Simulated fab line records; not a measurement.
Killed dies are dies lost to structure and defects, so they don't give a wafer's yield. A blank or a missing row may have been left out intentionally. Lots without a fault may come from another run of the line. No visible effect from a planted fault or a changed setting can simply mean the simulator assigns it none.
2 desks, one fault / flow gf180mcu / what lay behind the numbers comes last; until then each desk has only its own

## FROM THE METROLOGY DESK
What the gauges read, lot by lot, whatever tool the lot ran on: means of the sampled wafers that have a number. A lot is out of limits, marked OUT, if its mean lies more than 4 standard deviations from the usual mean; the brackets give that distance.
Columns: A = CONTACT_OVL at GF_CONTACT_OVL_MEAS_15, usual -2 nm; B = V1_CVD_00_THK at GF_V1_THK_MEAS_01, usual 600 nm
lot=L603; first seen here=day 17 10:10; A=2; B=595
lot=L602; first seen here=day 17 17:02; A=8; B=605
lot=L604; first seen here=day 18 02:45; A=1; B=601
lot=L605; first seen here=day 18 06:43; A=2; B=606
lot=L608; first seen here=day 19 20:31; A=-11; B=598
lot=L612; first seen here=day 22 01:41; A=-7; B=600
lot=L614; first seen here=day 22 03:47; A=6; B=593
lot=L617; first seen here=day 22 15:59; A=-2; B=588
lot=L616; first seen here=day 22 19:50; A=-12; B=596
lot=L618; first seen here=day 23 00:44; A=-7; B=593
lot=L619; first seen here=day 23 07:41; A=2; B=600
lot=L622; first seen here=day 24 00:33; A=4; B=592
This desk found nothing out of limits on any of the 12 lots.

## AT THE TOOL OWNER'S DESK: lithoTrack-01
The tool's own readings at GF_M1_COAT_09 (resist thk 1000 nm): means of the sampled wafers that have a number, for each lot that ran on this tool. A lot is out of limits, marked OUT, if its mean lies more than 4 standard deviations from the usual mean; the brackets give that distance.
Columns: A = exhaustPa at GF_M1_COAT_09, usual 45.1 Pa
lot=L603; first seen here=day 17 23:35; A=45.3
lot=L604; first seen here=day 18 15:55; A=45.4
lot=L605; first seen here=day 18 20:31; A=44.5
lot=L612; first seen here=day 22 14:16; A=43.4
lot=L616; first seen here=day 23 08:22; A=45.2
This desk found nothing out of limits on any of the 5 lots.

## ALL TOGETHER
From the metrology desk's view, nothing was out of limits.
The tool owner's desk saw nothing out of limits.

## WHAT THE SIMULATOR HAD PUT IN
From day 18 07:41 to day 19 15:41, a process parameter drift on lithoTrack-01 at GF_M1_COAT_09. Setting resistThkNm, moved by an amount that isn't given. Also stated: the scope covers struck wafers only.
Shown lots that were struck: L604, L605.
